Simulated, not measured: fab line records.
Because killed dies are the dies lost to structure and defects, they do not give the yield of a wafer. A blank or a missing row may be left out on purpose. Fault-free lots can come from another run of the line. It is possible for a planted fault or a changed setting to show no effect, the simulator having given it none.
Tool commonality check || flow sky130 || 12 lots, 45 wafers sampled

## WHAT PROMPTED THE OPENING
Of 12 lots, 3 have the reading VIA3_W_RS flagged at SKY_VIA3_RS_MEAS_22. Fault-free wafers read 0.2946 ohm/sq, with a standard deviation of 0.0027.
Rule: flag the lot when none of its wafers has a number, or when each of its wafers that has one lies beyond 4 standard deviations from that mean. All remaining lots are regarded as sound.

{"lot": "L418", "measured": "day 39 23:05", "on": "film_metro-02", "VIA3_W_RS (ohm/sq), wafer by wafer": "0.2935 0.2894 0.2915", "flag": ""}
{"lot": "L421", "measured": "day 41 08:49", "on": "film_metro-01", "VIA3_W_RS (ohm/sq), wafer by wafer": "0.2973 0.2942 0.2975", "flag": ""}
{"lot": "L425", "measured": "day 42 12:11", "on": "film_metro-02", "VIA3_W_RS (ohm/sq), wafer by wafer": "0.2909 0.2894 0.2923", "flag": ""}
{"lot": "L426", "measured": "day 42 14:16", "on": "film_metro-01", "VIA3_W_RS (ohm/sq), wafer by wafer": "0.2935 0.2952 0.2904", "flag": ""}
{"lot": "L424", "measured": "day 42 16:07", "on": "film_metro-01", "VIA3_W_RS (ohm/sq), wafer by wafer": "0.2959 0.2922 0.2948", "flag": ""}
{"lot": "L427", "measured": "day 42 16:30", "on": "film_metro-02", "VIA3_W_RS (ohm/sq), wafer by wafer": "0.2957 0.2908 0.2927", "flag": ""}
{"lot": "L428", "measured": "day 43 00:31", "on": "film_metro-02", "VIA3_W_RS (ohm/sq), wafer by wafer": "0.2896 0.2953 0.2888", "flag": ""}
{"lot": "L429", "measured": "day 43 12:12", "on": "film_metro-01", "VIA3_W_RS (ohm/sq), wafer by wafer": "57.955 57.549 57.969 58.028 57.486 57.986", "flag": "FLAGGED"}
{"lot": "L430", "measured": "day 43 16:04", "on": "film_metro-04", "VIA3_W_RS (ohm/sq), wafer by wafer": "59.718 59.038 59.544 59.860 59.108 59.567", "flag": "FLAGGED"}
{"lot": "L431", "measured": "day 43 19:11", "on": "film_metro-02", "VIA3_W_RS (ohm/sq), wafer by wafer": "58.790 58.258 58.208 58.585 58.308 58.155", "flag": "FLAGGED"}
{"lot": "L439", "measured": "day 45 18:16", "on": "film_metro-01", "VIA3_W_RS (ohm/sq), wafer by wafer": "0.2972 0.2972 0.2996", "flag": ""}
{"lot": "L440", "measured": "day 45 19:28", "on": "film_metro-04", "VIA3_W_RS (ohm/sq), wafer by wafer": "0.2965 0.2929 0.2937", "flag": ""}
Flagged lots average 58.5618 ohm/sq: +58.2672 ohm/sq relative to the usual, that is +99 or more standard deviations.

## TOOL THAT RAN EACH LOT
4 process steps preceding the reading are held in the record, out of 708 steps in the route. Every cell lists first the tool, next ch and the chambers used by the sampled wafers, and last the start.
{"lot": "L418", "flag": "", "SKY_METAL3_SPUTTER_03": "pvd_sputter-03, day 36 15:09", "SKY_METAL3_ETCH_16": "rie_metal-04 ch 0,1, day 38 20:13", "SKY_VIA3_SPUTTER_20": "pvd_sputter-02, day 39 22:50", "SKY_VIA3_CVD_21": "cvd_w-01 ch 1, day 39 22:57"}
{"lot": "L421", "flag": "", "SKY_METAL3_SPUTTER_03": "pvd_sputter-03, day 38 04:52", "SKY_METAL3_ETCH_16": "rie_metal-03 ch 0,1, day 40 08:02", "SKY_VIA3_SPUTTER_20": "pvd_sputter-02, day 41 08:33", "SKY_VIA3_CVD_21": "cvd_w-01 ch 0,1, day 41 08:39"}
{"lot": "L425", "flag": "", "SKY_METAL3_SPUTTER_03": "pvd_sputter-02, day 39 10:38", "SKY_METAL3_ETCH_16": "rie_metal-03 ch 1, day 41 09:25", "SKY_VIA3_SPUTTER_20": "pvd_sputter-04, day 42 12:01", "SKY_VIA3_CVD_21": "cvd_w-02 ch 1, day 42 12:04"}
{"lot": "L426", "flag": "", "SKY_METAL3_SPUTTER_03": "pvd_sputter-04, day 39 12:47", "SKY_METAL3_ETCH_16": "rie_metal-04 ch 0,1, day 41 11:39", "SKY_VIA3_SPUTTER_20": "pvd_sputter-01, day 42 14:04", "SKY_VIA3_CVD_21": "cvd_w-02 ch 0,1, day 42 14:08"}
{"lot": "L424", "flag": "", "SKY_METAL3_SPUTTER_03": "pvd_sputter-04, day 39 16:11", "SKY_METAL3_ETCH_16": "rie_metal-04 ch 0,1, day 41 13:37", "SKY_VIA3_SPUTTER_20": "pvd_sputter-02, day 42 15:56", "SKY_VIA3_CVD_21": "cvd_w-01 ch 0,1, day 42 16:00"}
{"lot": "L427", "flag": "", "SKY_METAL3_SPUTTER_03": "pvd_sputter-03, day 39 17:22", "SKY_METAL3_ETCH_16": "rie_metal-04 ch 1, day 41 14:02", "SKY_VIA3_SPUTTER_20": "pvd_sputter-04, day 42 16:17", "SKY_VIA3_CVD_21": "cvd_w-02 ch 0,1, day 42 16:22"}
{"lot": "L428", "flag": "", "SKY_METAL3_SPUTTER_03": "pvd_sputter-04, day 39 23:31", "SKY_METAL3_ETCH_16": "rie_metal-03 ch 0,1, day 41 23:31", "SKY_VIA3_SPUTTER_20": "pvd_sputter-04, day 43 00:19", "SKY_VIA3_CVD_21": "cvd_w-02 ch 0,1, day 43 00:23"}
{"lot": "L429", "flag": "FLAGGED", "SKY_METAL3_SPUTTER_03": "pvd_sputter-04, day 40 11:37", "SKY_METAL3_ETCH_16": "rie_metal-02 ch 0,1, day 42 10:59", "SKY_VIA3_SPUTTER_20": "pvd_sputter-01, day 43 12:01", "SKY_VIA3_CVD_21": "cvd_w-02 ch 0,1, day 43 12:04"}
{"lot": "L430", "flag": "FLAGGED", "SKY_METAL3_SPUTTER_03": "pvd_sputter-03, day 40 17:58", "SKY_METAL3_ETCH_16": "rie_metal-04 ch 1, day 42 15:01", "SKY_VIA3_SPUTTER_20": "pvd_sputter-04, day 43 15:52", "SKY_VIA3_CVD_21": "cvd_w-02 ch 0,1, day 43 15:56"}
{"lot": "L431", "flag": "FLAGGED", "SKY_METAL3_SPUTTER_03": "pvd_sputter-03, day 40 21:10", "SKY_METAL3_ETCH_16": "rie_metal-02 ch 0,1, day 42 17:50", "SKY_VIA3_SPUTTER_20": "pvd_sputter-01, day 43 19:00", "SKY_VIA3_CVD_21": "cvd_w-02 ch 0,1, day 43 19:04"}
{"lot": "L439", "flag": "", "SKY_METAL3_SPUTTER_03": "pvd_sputter-04, day 42 20:44", "SKY_METAL3_ETCH_16": "rie_metal-03 ch 0,1, day 44 18:03", "SKY_VIA3_SPUTTER_20": "pvd_sputter-01, day 45 18:03", "SKY_VIA3_CVD_21": "cvd_w-01 ch 0,1, day 45 18:07"}
{"lot": "L440", "flag": "", "SKY_METAL3_SPUTTER_03": "pvd_sputter-02, day 42 23:08", "SKY_METAL3_ETCH_16": "rie_metal-02 ch 0,1, day 44 19:39", "SKY_VIA3_SPUTTER_20": "pvd_sputter-01, day 45 19:14", "SKY_VIA3_CVD_21": "cvd_w-02 ch 0,1, day 45 19:20"}
What is done by these steps:
- SKY_METAL3_SPUTTER_03: material Ti, target thk 5 nm, time 3.3 s.
- SKY_METAL3_ETCH_16: etches BARC in N2/H2, stops on SiO2, time 88.2 s, target depth 60 nm.
- SKY_VIA3_SPUTTER_20: material TiN, target thk 20 nm, time 80 s.
- SKY_VIA3_CVD_21: deposits W, target thk 390 nm, time 117.31 s.
- SKY_VIA3_RS_MEAS_22: measures by four-point-probe.

## FLAGGED AGAINST TOTAL, ONE TOOL AT A TIME (gauges that did the reading follow at the end)
{"step": "SKY_METAL3_SPUTTER_03", "tool": "pvd_sputter-02", "lots run": 2, "flagged": 0, "share of the flagged lots": "none", "sound lots run after its first flagged lot": "-"}
{"step": "SKY_METAL3_SPUTTER_03", "tool": "pvd_sputter-03", "lots run": 5, "flagged": 2, "share of the flagged lots": "some", "sound lots run after its first flagged lot": 0}
{"step": "SKY_METAL3_SPUTTER_03", "tool": "pvd_sputter-04", "lots run": 5, "flagged": 1, "share of the flagged lots": "some", "sound lots run after its first flagged lot": "1 (L439)"}
{"step": "SKY_METAL3_ETCH_16", "tool": "rie_metal-02", "lots run": 3, "flagged": 2, "share of the flagged lots": "some", "sound lots run after its first flagged lot": "1 (L440)"}
{"step": "SKY_METAL3_ETCH_16", "tool": "rie_metal-03", "lots run": 4, "flagged": 0, "share of the flagged lots": "none", "sound lots run after its first flagged lot": "-"}
{"step": "SKY_METAL3_ETCH_16", "tool": "rie_metal-04", "lots run": 5, "flagged": 1, "share of the flagged lots": "some", "sound lots run after its first flagged lot": 0}
{"step": "SKY_VIA3_SPUTTER_20", "tool": "pvd_sputter-01", "lots run": 5, "flagged": 2, "share of the flagged lots": "some", "sound lots run after its first flagged lot": "2 (L439,L440)"}
{"step": "SKY_VIA3_SPUTTER_20", "tool": "pvd_sputter-02", "lots run": 3, "flagged": 0, "share of the flagged lots": "none", "sound lots run after its first flagged lot": "-"}
{"step": "SKY_VIA3_SPUTTER_20", "tool": "pvd_sputter-04", "lots run": 4, "flagged": 1, "share of the flagged lots": "some", "sound lots run after its first flagged lot": 0}
{"step": "SKY_VIA3_CVD_21", "tool": "cvd_w-01", "lots run": 4, "flagged": 0, "share of the flagged lots": "none", "sound lots run after its first flagged lot": "-"}
{"step": "SKY_VIA3_CVD_21", "tool": "cvd_w-02", "lots run": 8, "flagged": 3, "share of the flagged lots": "all", "sound lots run after its first flagged lot": "1 (L440)"}
{"step": "SKY_VIA3_RS_MEAS_22", "tool": "film_metro-01", "lots run": 5, "flagged": 1, "share of the flagged lots": "some", "sound lots run after its first flagged lot": "1 (L439)"}
{"step": "SKY_VIA3_RS_MEAS_22", "tool": "film_metro-02", "lots run": 5, "flagged": 1, "share of the flagged lots": "some", "sound lots run after its first flagged lot": 0}
{"step": "SKY_VIA3_RS_MEAS_22", "tool": "film_metro-04", "lots run": 2, "flagged": 1, "share of the flagged lots": "some", "sound lots run after its first flagged lot": "1 (L440)"}

## WHAT IS ALLOWED BY THE TABLE
1 row of the table ran every flagged lot: cvd_w-02 at SKY_VIA3_CVD_21.
- cvd_w-02 at SKY_VIA3_CVD_21 ran 8 lots, 3 of them flagged. Lots that were sound ran on it after the first flagged one (L440); a persistent fault on the entire tool would not allow that. On the flagged lots its readings are blank where sound lots have values: chamber_pressure_Torr, heater_power_outer_w, heater_power_w.
Not one row of the table ran every flagged lot while running no sound lot after the first.

## WHAT THE SIMULATOR PUT IN
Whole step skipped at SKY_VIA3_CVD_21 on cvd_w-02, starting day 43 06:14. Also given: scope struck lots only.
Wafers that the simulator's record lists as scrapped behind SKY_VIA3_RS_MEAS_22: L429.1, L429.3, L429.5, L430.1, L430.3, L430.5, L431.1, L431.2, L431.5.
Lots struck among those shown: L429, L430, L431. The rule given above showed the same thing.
